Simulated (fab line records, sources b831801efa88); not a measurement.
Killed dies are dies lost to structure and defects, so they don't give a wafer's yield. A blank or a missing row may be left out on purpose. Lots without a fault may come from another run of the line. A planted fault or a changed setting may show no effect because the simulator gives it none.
Which tool did it? | flow gf180mcu | 12 lots, 36 wafers sampled, at 5 steps of a route of 602

WHAT THE GAUGES READ, wafer by wafer
GF_HV_LDD_OVL_MEAS_32. Usual: HV_LDD_02_OVL 1.0 nm, standard deviation 1.2.
lot  | measured     | on         | HV_LDD_02_OVL (nm) | flag
L602 | day 12 05:33 | overlay-01 | 0.2 1.7 0.5        |
L604 | day 12 19:50 | overlay-02 | 1.8 0.7 1.4        |
L606 | day 13 17:24 | overlay-02 | -1.2 -0.1 -0.7     |
L607 | day 14 02:56 | overlay-02 | 1.7 1.0 1.4        |
L609 | day 14 07:30 | overlay-01 | -1.0 0.6 0.3       |
L608 | day 14 09:23 | overlay-01 | 2.2 -0.9 3.1       |
L614 | day 16 01:38 | overlay-01 | 2.1 2.8 1.5        |
L616 | day 16 15:38 | overlay-01 | 0.9 2.2 2.4        |
L617 | day 17 01:23 | overlay-01 | 1.9 2.9 1.6        |
L618 | day 17 10:53 | overlay-01 | 1.6 2.2 2.4        |
L622 | day 18 15:46 | overlay-02 | 0.0 0.8 0.6        |
L623 | day 18 23:53 | overlay-02 | 1.4 0.0 0.3        |

GF_HV_LDD_TW_MEAS_50. Usual: HV_LDD_4_TW 569, standard deviation 3.
lot  | measured     | on            | HV_LDD_4_TW             | flag
L602 | day 13 01:56 | film_metro-03 | 568 564 567             |
L604 | day 13 16:25 | film_metro-04 | 569 571 570             |
L606 | day 14 14:47 | film_metro-02 | 572 570 569             |
L607 | day 15 00:43 | film_metro-04 | 568 573 569             |
L609 | day 15 05:17 | film_metro-04 | 570 569 569             |
L608 | day 15 07:40 | film_metro-04 | 570 574 570             |
L614 | day 17 00:10 | film_metro-02 | 558 562 559             | OFF
L616 | day 17 15:53 | film_metro-02 | 559 558 558 559 559 558 | OFF
L617 | day 18 01:15 | film_metro-03 | 565 566 569             |
L618 | day 18 11:08 | film_metro-03 | 564 565 565             |
L622 | day 19 17:41 | film_metro-02 | 571 574 571             |
L623 | day 20 00:52 | film_metro-04 | 568 570 569             |

WHICH TOOL RAN EACH LOT (tool, then ch and the chambers of the sampled wafers, then the start)
lot  | GF_POLY_GATE_STRIP_14                | GF_HV_LDD_IMPLANT_48            | GF_HV_LDD_STRIP_49
L602 | plasma_asher-02 ch 0,1, day 9 18:13  | implanter-02 ch 0, day 13 01:43 | plasma_asher-01 ch 0,1, day 13 01:52
L604 | plasma_asher-02 ch 0,1, day 10 10:11 | implanter-03 ch 0, day 13 16:10 | plasma_asher-01 ch 0,1, day 13 16:19
L606 | plasma_asher-02 ch 0,1, day 11 00:46 | implanter-04 ch 0, day 14 14:34 | plasma_asher-01 ch 0,1, day 14 14:42
L607 | plasma_asher-02 ch 0,1, day 11 10:32 | implanter-03 ch 0, day 15 00:28 | plasma_asher-01 ch 1, day 15 00:37
L609 | plasma_asher-01 ch 0,1, day 11 18:19 | implanter-02 ch 0, day 15 05:04 | plasma_asher-01 ch 0,1, day 15 05:12
L608 | plasma_asher-02 ch 0,1, day 11 18:29 | implanter-04 ch 0, day 15 07:25 | plasma_asher-04 ch 0,1, day 15 07:34
L614 | plasma_asher-02 ch 0,1, day 13 08:05 | implanter-03 ch 0, day 16 23:56 | plasma_asher-01 ch 0,1, day 17 00:03
L616 | plasma_asher-04 ch 0,1, day 13 20:52 | implanter-03 ch 0, day 17 15:38 | plasma_asher-01 ch 0,1, day 17 15:46
L617 | plasma_asher-04 ch 0,1, day 14 06:02 | implanter-04 ch 0, day 18 01:00 | plasma_asher-04 ch 0,1, day 18 01:09
L618 | plasma_asher-04 ch 0,1, day 14 13:14 | implanter-04 ch 0, day 18 10:53 | plasma_asher-04 ch 0,1, day 18 11:01
L622 | plasma_asher-02 ch 0,1, day 15 17:05 | implanter-04 ch 0, day 19 17:26 | plasma_asher-04 ch 0,1, day 19 17:34
L623 | plasma_asher-02 ch 0, day 16 01:26   | implanter-04 ch 0, day 20 00:38 | plasma_asher-01 ch 0,1, day 20 00:45
- GF_POLY_GATE_STRIP_14: strips in O2/N2.
- GF_HV_LDD_IMPLANT_48
- GF_HV_LDD_STRIP_49: strips in O2/N2.

WHAT THE TOOLS THEMSELVES READ (means of the sampled wafers that have a number; where no wafer has one, the mark that the record gives instead)
GF_POLY_GATE_STRIP_14. Usual: drypump_motor_current_A 5.8 A, standard deviation 0.33; heater_power_w 322 W, standard deviation 38; oes_product_au 0.504 a.u., standard deviation 0.0045.
lot  | tool            | drypump_motor_current_A (A) | heater_power_w (W) | oes_product_au (a.u.) | flag
L602 | plasma_asher-02 | 5.9                         | 349                | 0.502                 |
L604 | plasma_asher-02 | 5.8                         | 345                | 0.499                 |
L606 | plasma_asher-02 | 6.0                         | 346                | 0.502                 |
L607 | plasma_asher-02 | 5.8                         | 345                | 0.507                 |
L609 | plasma_asher-01 | 6.1                         | 272                | 0.498                 |
L608 | plasma_asher-02 | 5.8                         | 348                | 0.508                 |
L614 | plasma_asher-02 | 5.9                         | 349                | 0.502                 |
L616 | plasma_asher-04 | 5.4                         | 347                | 0.505                 |
L617 | plasma_asher-04 | 5.4                         | 343                | 0.505                 |
L618 | plasma_asher-04 | 5.6                         | 318                | 0.502                 |
L622 | plasma_asher-02 | 5.9                         | 345                | 0.505                 |
L623 | plasma_asher-02 | 6.1                         | 349                | 0.505                 |

GF_HV_LDD_IMPLANT_48. Usual: dose_ions_cm2 2.9997e+13, standard deviation 3e+10.
lot  | tool         | dose_ions_cm2 | flag
L602 | implanter-02 | 3.0022e+13    |
L604 | implanter-03 | 3.0000e+13    |
L606 | implanter-04 | 2.9978e+13    |
L607 | implanter-03 | 3.0045e+13    |
L609 | implanter-02 | 2.9964e+13    |
L608 | implanter-04 | 3.0002e+13    |
L614 | implanter-03 | 2.9988e+13    |
L616 | implanter-03 | 2.9972e+13    |
L617 | implanter-04 | 2.9978e+13    |
L618 | implanter-04 | 3.0009e+13    |
L622 | implanter-04 | 3.0011e+13    |
L623 | implanter-04 | 3.0020e+13    |

GF_HV_LDD_STRIP_49. Usual: drypump_motor_current_A 5.8 A, standard deviation 0.43; heater_power_w 303 W, standard deviation 36; oes_product_au 0.716 a.u., standard deviation 0.0042; strip_time_to_endpoint_s 12.62 s, standard deviation 0.033.
lot  | tool            | drypump_motor_current_A (A) | heater_power_w (W) | oes_product_au (a.u.) | strip_time_to_endpoint_s (s) | flag
L602 | plasma_asher-01 | 6.1                         | 280                | 0.715                 | 12.63                        |
L604 | plasma_asher-01 | 6.1                         | 275                | 0.721                 | 12.65                        |
L606 | plasma_asher-01 | 6.1                         | 275                | 0.716                 | 12.60                        |
L607 | plasma_asher-01 | 6.2                         | 271                | 0.713                 | 12.60                        |
L609 | plasma_asher-01 | 6.1                         | 273                | 0.714                 | 12.55                        |
L608 | plasma_asher-04 | 5.4                         | 349                | 0.714                 | 12.67                        |
L614 | plasma_asher-01 | 6.2                         | 272                | 0.716                 | 12.59                        |
L616 | plasma_asher-01 | 6.1                         | 277                | 0.713                 | 12.62                        |
L617 | plasma_asher-04 | 5.6                         | 316                | 0.712                 | 12.64                        |
L618 | plasma_asher-04 | 5.6                         | 321                | 0.717                 | 12.57                        |
L622 | plasma_asher-04 | 5.4                         | 349                | 0.712                 | 12.61                        |
L623 | plasma_asher-01 | 6.1                         | 294                | 0.720                 | 12.59                        |

THE ANSWER, worked out from the rows above alone
Rule: a lot is off if the mean of its wafers that have a number lies more than 3 standard deviations from the usual mean. A lot without any number at a reading at which 4 lots or more have one is off too. The other lots that the step has rows for count as sound. The gauges are gone through in route order, then the tools' own readings, and for those a lot's mean is taken as printed above. The first step at which some lot is off is used, and at that step the reading that is off furthest; a lot without a number counts as furthest.
Off: L614, L616, at GF_HV_LDD_TW_MEAS_50 (HV_LDD_4_TW).
A tool fits if, at a process step before that reading, it ran every lot that is off, and no sound lot after the first of them. The gauges at GF_HV_LDD_TW_MEAS_50 are tried like those tools. One fits: implanter-03 at GF_HV_LDD_IMPLANT_48. Its last sound lot is L607 (day 15 00:28), its first lot that is off L614 (day 16 23:56): a fault that began between those two fits.

WHAT THE SIMULATOR HAD PUT IN
Process parameter drift: implanter-03, from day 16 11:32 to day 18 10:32, at GF_HV_LDD_IMPLANT_48. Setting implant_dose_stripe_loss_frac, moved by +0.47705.
Lots struck among those shown: L614, L616. The rule above found the same.
